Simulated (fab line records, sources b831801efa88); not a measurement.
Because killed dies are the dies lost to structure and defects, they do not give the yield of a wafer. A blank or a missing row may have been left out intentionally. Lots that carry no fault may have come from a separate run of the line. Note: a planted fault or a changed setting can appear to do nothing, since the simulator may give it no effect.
Comparing a struck lot with a sound one ; flow sky130 ; 21 out of 708 route steps
Sound: wafers L189.1, L189.3, L189.5. Struck: wafer L205.6 (left out: L205.2, a lot-mate that was not struck); the cause follows at the end.
For every step that has rows: the tool of each side, followed by ch and its chambers, followed by its first start. Under that, the readings that differ: sound wafers ; struck wafers ; difference of the means ; sigmas: that difference in standard deviations of wafers without a fault.
alike: same words and numbers on both sides, and readings whose means sit less than 2 such deviations apart. not compared: any withheld reading, any reading some wafer has no value for, any bound like >300 that may hide the same value, and any number with overlapping values for which the record gives no deviation.
The two part at a step that has a row with sigmas, a row that says differs or no value, or rows on one side only. Numbers that have no deviation but don't overlap get no sigmas and don't part them. A reading that every wafer of one side lacks parts them only if that side has two wafers or more.

first, 2 steps without rows for these wafers: SKY_VT_ADJUST_PCH_PEB_05; SKY_VT_ADJUST_PCH_DEVELOP_06 (develop time 60 s).
SKY_VT_ADJUST_PCH_OVL_MEAS_07:
  sound on overlay-02 at day 11 06:59; struck on overlay-02 at day 16 14:45
  alike: VT_ADJUST_PCH_OVL
following that, these wafers have no rows for 1 step: SKY_VT_ADJUST_PCH_IMPLANT_08.
SKY_VT_ADJUST_PCH_STRIP_09: strips in O2/N2.
  sound on plasma-asher-01 ch 0,1, day 11 07:10; struck on plasma-asher-03 ch 1, day 16 14:56
  alike: drypump-motor-current-A, o2-flow-sccm, oes-product-au, strip-time-to-endpoint-s
  not compared: rf-hours-counter-h
SKY_VT_ADJUST_PCH_TW_MEAS_10:
  sound on film-metro-04 at day 11 07:16; struck on film-metro-04 at day 16 15:02
  alike: VT_ADJUST_PCH_TW
then, 6 steps without rows for these wafers: SKY_SONOS_TUNNEL_DEHYDRATE_00 (time 60 s); SKY_SONOS_TUNNEL_HMDS_01 (prime time 60 s); SKY_SONOS_TUNNEL_COAT_02 (resist thk 1140 nm); SKY_SONOS_TUNNEL_SOFTBAKE_03 (time 60 s); SKY_SONOS_TUNNEL_EXPOSE_04 (exposes mask TUNM, target cd 410 nm); SKY_SONOS_TUNNEL_PEB_05.
SKY_SONOS_TUNNEL_DEVELOP_06: develop time 60 s.
  sound on litho-track-02 ch 0, day 12 06:40; struck on litho-track-04 ch 0, day 17 19:57
SKY_SONOS_TUNNEL_CD_MEAS_07: the cd target is 410 nm.
  sound on cd-sem-01 at day 12 06:49; struck on cd-sem-02 at day 17 20:06
  not compared: cd-nm
SKY_SONOS_TUNNEL_OVL_MEAS_08:
  sound on overlay-01 at day 12 06:56; struck on overlay-01 at day 17 20:12
  not compared: SONOS_TUNNEL_OVL
then, 3 steps without rows for these wafers: SKY_SONOS_TUNNEL_IMPLANT_09; SKY_SONOS_TUNNEL_WET_ETCH_10 (etches SiO2 in dHF, target depth 14 nm, time 280 s); SKY_SONOS_TUNNEL_STRIP_11 (strips in SPM, time 600 s).
SKY_SONOS_TUNNEL_TW_MEAS_12:
  sound on film-metro-01 at day 12 07:34; struck on film-metro-02 at day 17 20:39
reading;sound;struck;difference;sigmas
SONOS_TUNNEL_TW;198.1 198.2 199.0;29.8;-168.6;-99 or more
then, 1 step without rows for these wafers: SKY_SONOS_TUNNEL_CLEAN_13 (cleans in dHF, time 20 s).
-- here the record skips 32 days between the struck wafers' starts before and after, leaving off in module SONOS_TUNNEL and picking up in module PAD_OPEN (first step shown: number 708 of the route) --
SKY_PAD_OPEN_PROBE_99:
  the record has rows for the struck wafers here (prober-02, day 50 04:15) and none for the sound ones

WHERE THEY PART
First at SKY_SONOS_TUNNEL_TW_MEAS_12; last, within this record, at SKY_PAD_OPEN_PROBE_99.

WHY: whatever the simulator had introduced
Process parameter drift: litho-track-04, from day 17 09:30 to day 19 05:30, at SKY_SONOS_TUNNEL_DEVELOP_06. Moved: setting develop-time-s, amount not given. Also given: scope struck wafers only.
